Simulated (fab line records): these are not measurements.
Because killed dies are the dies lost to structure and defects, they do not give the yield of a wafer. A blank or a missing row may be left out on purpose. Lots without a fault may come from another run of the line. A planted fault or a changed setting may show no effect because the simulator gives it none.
fab line records	flow sky130
record lots=15	wafers=45	lastDay=50
route steps=708 shown PWDE@52 VT_ADJUST_LVTN@114 GATE_OXIDE@201 LI_CONTACT@376
lots untouched by any fault: they come from a run of this same line in which no faults occurred
startH: hours from the record's opening day to when the first of the lot's shown wafers began	waitH: how many hours have passed since the lot's step before this one	" identical to the entry in the row above	L1.1+2: several wafers, shown together as one row	- value missing, or start not given	* or withheld: withheld	< > ~ a bound
route shown NAME@n: NAME is a module with steps in the file, n the number in the route of the first one	usual: mean/standard deviation of fault-free wafers	same: alike in all rows	chamber/n: place in a boat	sites: the reading at each site	_std_site: their standard deviation	_edge_site: mean of outer sites minus mean of inner sites	radiusMm: for every site, how far away it sits from the centre of the wafer	mask NAME#n: copy n	behind: the last tool/chamber to shape the wafer	hold: what put the lot on hold/how long, in hours/how the hold closed	device: the n, p or np transistor that did not switch	end of line: the route-end tests of the same wafers	a step without rows: its recipe alone	killed: not the wafer's yield, but the dies lost to structure and defects at the first sort	map: per-die view of a wafer (x killed, . not killed, _ where there is no die)
set.NAME: the run value of the setting; set.NAME@STEP: its run value at that earlier step	model.NAME: the simulator's own value behind a step, which no gauge read
one table for each step of the route and one row for each wafer, over a sample of lots
services: when a tool's chamber went out of use (startH, in hours from the record's first day, below 0 if earlier), for how many hours, and the reason
## steps
# step SKY_PWDE_OVL_MEAS_07
# usual PWDE_OVL=1.9/1.5
lot.wafer	tool	chamber	startH	waitH	PWDE_OVL[nm]
L316.3	overlay-02	-	69.45	-	3.2
L316.4	"	-	"	"	0.2
L316.6	"	-	"	"	0.2
L317.1	overlay-02	-	75.66	-	0.3
L317.3	"	-	"	"	3.2
L317.5	"	-	"	"	2.7
L318.4	overlay-02	-	82.78	-	3.3
L318.5	"	-	"	"	3.9
L318.6	"	-	"	"	4.4
L319.1	overlay-02	-	86.28	-	1.6
L319.2	"	-	"	"	1.8
L319.4	"	-	"	"	1.4
L328.2	overlay-01	-	135.43	-	1.6
L328.3	"	-	"	"	1.8
L328.6	"	-	"	"	2.9
L329.1	overlay-01	-	141.86	-	2.1
L329.3	"	-	"	"	1.9
L329.6	"	-	"	"	0.7
L330.1	overlay-01	-	146.61	-	0.8
L330.2	"	-	"	"	0.6
L330.4	"	-	"	"	1.7
L331.1	overlay-02	-	151.43	-	-0.7
L331.2	"	-	"	"	-0.1
L331.4	"	-	"	"	0.9
L332.3	overlay-01	-	157.34	-	0.6
L332.5	"	-	"	"	-0.1
L332.6	"	-	"	"	-1.0
L333.1	overlay-02	-	164.83	-	2.3
L333.4	"	-	"	"	2.3
L333.6	"	-	"	"	3.6
L334.1	overlay-02	-	167.78	-	-0.7
L334.2	"	-	"	"	0.7
L334.5	"	-	"	"	-2.3
L335.3	overlay-02	-	176.29	-	1.3
L335.5	"	-	"	"	3.7
L335.6	"	-	"	"	0.9
L336.1	overlay-02	-	183.49	-	2.8
L336.2	"	-	"	"	2.6
L336.5	"	-	"	"	4.4
L337.1	overlay-02	-	187.44	-	4.2
L337.3	"	-	"	"	4.8
L337.4	"	-	"	"	3.7
L339.2	overlay-02	-	196.72	-	3.1
L339.3	"	-	"	"	2.9
L339.5	"	-	"	"	2.6
# step SKY_VT_ADJUST_LVTN_DEVELOP_17
# recipe resist=NOVOLAK	developer=TMAH	developTimeS=60	devTempC=23
# usual chillPlateTempC=22.99/0.1	developTimeS=60/0
lot.wafer	tool	chamber	startH	waitH	chillPlateTempC	developTimeS
L316.3	lithoTrack-02	0	161.86	0.1	23.12	60
L316.4	"	0	"	"	23.16	60
L316.6	"	0	"	"	23.05	60
L317.1	lithoTrack-03	0	169.24	0.1	23.03	60
L317.3	"	0	"	"	22.93	60
L317.5	"	0	"	"	22.90	60
L318.4	lithoTrack-03	0	178.12	0.1	23.00	60
L318.5	"	0	"	"	23.02	60
L318.6	"	0	"	"	23.10	60
L319.1	lithoTrack-04	0	182.59	0.1	23.04	60
L319.2	"	0	"	"	23.19	60
L319.4	"	0	"	"	23.19	60
L328.2	lithoTrack-02	-	239.73	0.1	-	-
L328.3	"	-	"	"	-	-
L328.6	"	-	"	"	-	-
L329.1	lithoTrack-04	-	249.14	0.1	-	-
L329.3	"	-	"	"	-	-
L329.6	"	-	"	"	-	-
L330.1	lithoTrack-04	-	254.64	0.1	-	-
L330.2	"	-	"	"	-	-
L330.4	"	-	"	"	-	-
L331.1	lithoTrack-02	0	260.21	0.1	23.05	60
L331.2	"	0	"	"	22.98	60
L331.4	"	0	"	"	22.85	60
L332.3	lithoTrack-04	0	267.89	0.1	23.01	60
L332.5	"	0	"	"	23.06	60
L332.6	"	0	"	"	23.14	60
L333.1	lithoTrack-03	0	276.29	0.1	23.05	60
L333.4	"	0	"	"	22.90	60
L333.6	"	0	"	"	22.92	60
L334.1	lithoTrack-04	0	281.09	0.1	22.91	60
L334.2	"	0	"	"	22.90	60
L334.5	"	0	"	"	23.15	60
L335.3	lithoTrack-04	0	290.79	0.1	23.08	60
L335.5	"	0	"	"	23.07	60
L335.6	"	0	"	"	22.87	60
L336.1	lithoTrack-04	0	299.54	0.1	22.93	60
L336.2	"	0	"	"	23.03	60
L336.5	"	0	"	"	22.93	60
L337.1	lithoTrack-02	0	304.66	0.1	22.91	60
L337.3	"	0	"	"	22.87	60
L337.4	"	0	"	"	22.89	60
L339.2	lithoTrack-02	0	316.23	0.1	23.00	60
L339.3	"	0	"	"	22.98	60
L339.5	"	0	"	"	22.88	60
# step SKY_GATE_OXIDE_TW_MEAS_14
# usual GATE_OXIDE_TW=222.3/1.8
lot.wafer	tool	chamber	startH	waitH	GATE_OXIDE_TW
L316.3	filmMetro-02	-	307.14	0.1	220.3
L316.4	"	-	"	"	221.2
L316.6	"	-	"	"	220.8
L317.1	filmMetro-02	-	314.56	0.1	221.2
L317.3	"	-	"	"	220.2
L317.5	"	-	"	"	220.0
L318.4	filmMetro-04	-	327.05	0.1	223.5
L318.5	"	-	"	"	224.0
L318.6	"	-	"	"	224.1
L319.1	filmMetro-03	-	334.77	0.1	222.7
L319.2	"	-	"	"	222.6
L319.4	"	-	"	"	222.7
L328.2	filmMetro-04	-	413.47	0.1	223.2
L328.3	"	-	"	"	223.5
L328.6	"	-	"	"	223.3
L329.1	filmMetro-04	-	424.30	0.1	222.9
L329.3	"	-	"	"	222.9
L329.6	"	-	"	"	224.3
L330.1	filmMetro-02	-	424.40	0.1	219.4
L330.2	"	-	"	"	219.2
L330.4	"	-	"	"	220.1
L331.1	filmMetro-03	-	431.30	0.1	222.5
L331.2	"	-	"	"	223.5
L331.4	"	-	"	"	222.9
L332.3	filmMetro-03	-	436.72	0.1	222.4
L332.5	"	-	"	"	223.0
L332.6	"	-	"	"	223.5
L333.1	filmMetro-04	-	453.31	0.1	225.0
L333.4	"	-	"	"	225.5
L333.6	"	-	"	"	224.3
L334.1	filmMetro-02	-	463.06	0.1	222.4
L334.2	"	-	"	"	221.3
L334.5	"	-	"	"	220.1
L335.3	filmMetro-04	-	472.99	0.1	224.0
L335.5	"	-	"	"	225.9
L335.6	"	-	"	"	225.5
L336.1	filmMetro-03	-	478.17	0.1	223.5
L336.2	"	-	"	"	221.6
L336.5	"	-	"	"	222.8
L337.1	filmMetro-04	-	489.94	0.1	223.8
L337.3	"	-	"	"	223.3
L337.4	"	-	"	"	224.2
L339.2	filmMetro-03	-	496.75	0.1	224.0
L339.3	"	-	"	"	223.6
L339.5	"	-	"	"	221.8
# step SKY_LI_CONTACT_ETCH_14
# recipe chemistry=N2/H2	target=BARC	ionEnergyEv=200	sourceW=500	biasW=100	pressureMtorr=30	n2FlowSccm=100	h2FlowSccm=200	stopOn=SiO2	timeS=45.9	targetDepthA=600
# usual biasW=100.0/0.31	drypumpMotorCurrentA=5.9/0.35	oesProductAu=0.854/0.0044	throttleValvePct=13.224/0.01
# same timeS=45.9
lot.wafer	tool	chamber	startH	waitH	biasW	drypumpMotorCurrentA	oesProductAu	rfHoursCounterH	throttleValvePct
L316.3	rieDiel-04	3	683.39	0.0	100.2	5.5	0.856	6	13.228
L316.4	"	1	"	"	100.4	6.1	0.851	2	13.220
L316.6	"	2	"	"	99.8	5.8	0.864	-	13.233
L317.1	rieDiel-01	3	684.09	0.0	99.9	6.5	0.855	3	13.225
L317.3	"	1	"	"	99.5	5.4	0.852	10	13.203
L317.5	"	0	"	"	100.2	5.6	0.854	-	13.218
L318.4	rieDiel-03	1	694.74	0.0	100.2	5.7	0.854	6	13.233
L318.5	"	2	"	"	99.7	6.2	0.855	-	13.212
L318.6	"	3	"	"	100.0	6.2	0.855	-	13.236
L319.1	rieDiel-01	1	699.26	0.0	100.5	5.4	0.850	10	13.224
L319.2	"	0	"	"	99.7	5.7	0.852	8	13.208
L319.4	"	3	"	"	100.0	6.5	0.850	3	13.226
L328.2	rieDiel-04	2	775.76	0.0	100.2	5.8	0.848	13	13.208
L328.3	"	3	"	"	99.7	5.4	0.857	8	13.226
L328.6	"	3	"	"	99.9	5.4	0.857	-	13.229
L331.1	rieDiel-03	2	791.61	0.0	99.7	6.1	0.853	21	13.206
L331.2	"	3	"	"	100.2	6.2	0.857	18	13.222
L331.4	"	1	"	"	99.7	5.7	0.855	9	13.223
L330.1	rieDiel-04	3	797.23	0.0	99.6	5.4	0.855	9	13.235
L330.2	"	2	"	"	100.1	5.8	0.859	14	13.219
L330.4	"	3	"	"	99.6	5.4	0.854	-	13.226
L329.1	rieDiel-03	3	797.39	0.0	99.8	6.2	0.855	18	13.228
L329.3	"	2	"	"	99.7	6.2	0.859	21	13.223
L329.6	"	2	"	"	99.6	6.2	0.853	-	13.218
L332.3	rieDiel-01	2	800.82	0.0	100.6	6.3	0.851	11	13.221
L332.5	"	2	"	"	100.5	6.3	0.858	-	13.233
L332.6	"	1	"	"	100.0	5.4	0.856	-	13.209
L334.1	rieDiel-01	3	835.57	0.0	100.3	6.5	0.849	7	13.221
L334.2	"	1	"	"	100.4	5.4	0.846	14	13.202
L334.5	"	1	"	"	100.4	5.4	0.848	-	13.222
L333.1	rieDiel-01	3	836.17	0.0	100.5	6.5	0.862	7	13.234
L333.4	"	1	"	"	99.8	5.4	0.854	14	13.225
L333.6	"	0	"	"	99.9	5.6	0.857	-	13.204
L335.3	rieDiel-03	2	837.13	0.0	99.9	6.2	0.856	22	13.227
L335.5	"	3	"	"	100.5	6.2	0.852	-	13.231
L335.6	"	0	"	"	100.0	6.1	0.856	-	13.223
L336.1	rieDiel-04	2	839.05	0.0	100.2	5.8	0.846	15	13.216
L336.2	"	3	"	"	100.7	5.4	0.862	10	13.250
L336.5	"	3	"	"	100.2	5.4	0.857	-	13.211
L337.1	rieDiel-01	3	851.93	0.0	99.7	6.5	0.850	8	13.217
L337.3	"	2	"	"	99.8	6.3	0.850	13	13.212
L337.4	"	1	"	"	100.2	5.4	0.849	15	13.232
L339.2	rieDiel-04	2	858.76	0.0	99.6	5.8	0.864	16	13.229
L339.3	"	0	"	"	100.2	5.7	0.852	7	13.226
L339.5	"	2	"	"	100.2	5.8	0.855	-	13.234
## services
tool	chamber	startH	hours	kind
rieDiel-04	-	139.36	0.7	repair
rieDiel-01	-	170.18	2.8	pm
rieDiel-04	2	176.02	11.4	repair
rieDiel-01	3	241.53	5.2	repair
rieDiel-04	3	243.47	111.6	repair
rieDiel-01	3	407.79	2.6	repair
rieDiel-04	3	432.21	6.0	repair
rieDiel-01	3	433.77	2.9	repair
rieDiel-04	1	475.37	3.9	repair
rieDiel-01	0	505.21	16.3	repair
rieDiel-04	2	528.58	8.5	repair
rieDiel-04	2	546.82	2.6	repair
rieDiel-04	3	559.30	16.3	repair
rieDiel-01	1	559.95	4.9	repair
rieDiel-01	-	591.53	0.3	repair
rieDiel-01	2	593.51	3.5	repair
rieDiel-01	-	610.51	28.1	pm
rieDiel-01	3	645.81	6.5	repair
rieDiel-01	0	646.32	11.6	repair
rieDiel-04	1	646.40	17.9	repair
rieDiel-04	-	648.69	14.6	pm
rieDiel-04	0	775.23	25.5	repair
rieDiel-04	1	786.62	15.7	repair
rieDiel-04	-	829.19	0.5	repair
## key
firstSign step=SKY_VT_ADJUST_LVTN_DEVELOP_17	reading=toolRecord	direction=missing
effect none on later readings
metAt SKY_VT_ADJUST_LVTN_DEVELOP_17
struckLots L328,L329,L330
sortLeftOut L328.2,L328.3,L328.6,L329.1,L329.3,L329.6,L330.1,L330.2,L330.4
testerLeftOut L328,L329,L330
notActingAt SKY_PWDE_OVL_MEAS_07,SKY_GATE_OXIDE_TW_MEAS_14,SKY_LI_CONTACT_ETCH_14
onsetBetween 182.59 239.73
fault kind=skippedStepWhole	tool=lithoTrack-02,lithoTrack-04	chamber=-	onsetH=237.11	steps=SKY_VT_ADJUST_LVTN_DEVELOP_17	scope=struckLotsOnly
# testerLeftOut: of these lots the tester's yield and bins aren't shown, on N5 and GAA mostly nor the transistor test; their killed dies are dies lost to structure and defects alone, not to doping, threshold or leakage, so they don't give the yield
# sortLeftOut: the simulated sort isn't trusted on such a fault, so these wafers' sort isn't shown, and their yield isn't known
